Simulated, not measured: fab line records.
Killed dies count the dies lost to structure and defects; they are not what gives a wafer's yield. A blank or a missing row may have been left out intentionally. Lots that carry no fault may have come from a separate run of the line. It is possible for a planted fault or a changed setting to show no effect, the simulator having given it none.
Matching of chambers || flow sky130 || 4 sister chambers for SKY_VIA3_CMP_02 on cmp-02
The step polishes SiO2. 4 wafers are shown with their chamber, then 12 later ones without.

## WAFERS, EACH WITH ITS CHAMBER
{"wafer": "L086.1", "chamber": 2, "motor_current_A (A)": 10.9}
{"wafer": "L086.4", "chamber": 3, "motor_current_A (A)": 13.6}
{"wafer": "L087.5", "chamber": 1, "motor_current_A (A)": 12.4}
{"wafer": "L087.6", "chamber": 0, "motor_current_A (A)": 11.7}

## WAFERS WITHOUT THEIR CHAMBER
{"wafer": "L088.1", "motor_current_A (A)": 14.1}
{"wafer": "L088.2", "motor_current_A (A)": 10.1}
{"wafer": "L088.4", "motor_current_A (A)": 12.4}
{"wafer": "L091.2", "motor_current_A (A)": 10.4}
{"wafer": "L091.3", "motor_current_A (A)": 14.9}
{"wafer": "L091.5", "motor_current_A (A)": 14.2}
{"wafer": "L094.1", "motor_current_A (A)": 11.7}
{"wafer": "L094.2", "motor_current_A (A)": 12.9}
{"wafer": "L094.5", "motor_current_A (A)": 12.4}
{"wafer": "L097.1", "motor_current_A (A)": 12.4}
{"wafer": "L097.2", "motor_current_A (A)": 14.4}
{"wafer": "L097.3", "motor_current_A (A)": 10.1}

## THE CHAMBER EACH PASSED THROUGH
{"wafer": "L088.1", "from the rows above": "can't be placed: 3 or 1", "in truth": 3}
{"wafer": "L088.2", "from the rows above": "can't be placed: 2 or 0", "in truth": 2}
{"wafer": "L088.4", "from the rows above": "can't be placed: 1 or 0 or 3", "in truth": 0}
{"wafer": "L091.2", "from the rows above": "can't be placed: 2 or 0", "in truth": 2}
{"wafer": "L091.3", "from the rows above": "can't be placed: 3 or 1", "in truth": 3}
{"wafer": "L091.5", "from the rows above": "can't be placed: 3 or 1", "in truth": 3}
{"wafer": "L094.1", "from the rows above": "can't be placed: 0 or 1 or 2", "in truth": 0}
{"wafer": "L094.2", "from the rows above": "can't be placed: 1 or 3 or 0", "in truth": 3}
{"wafer": "L094.5", "from the rows above": "can't be placed: 1 or 0 or 3", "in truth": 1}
{"wafer": "L097.1", "from the rows above": "can't be placed: 1 or 0 or 3", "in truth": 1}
{"wafer": "L097.2", "from the rows above": "can't be placed: 3 or 1", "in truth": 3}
{"wafer": "L097.3", "from the rows above": "can't be placed: 2 or 0", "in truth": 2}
Correct placement for 0 of the 12. Not placeable from these rows: 12 (in 12, the candidates include the true chamber). Number placed wrongly: 0.
How it was worked out, from the rows above alone: a wafer's distance from a chamber is the root of the sum, over the readings, of the square of ((its reading less the chamber's mean) divided by the reading's scatter). The wafer belongs to the nearest chamber; if the next one is less than 2 further off, it can't be placed. The mean given for a chamber averages the wafers shown for that chamber. The scatter (one wafer shown for each chamber): square how far every hidden wafer sits from the nearest shown wafer, average those squares and take the square root.
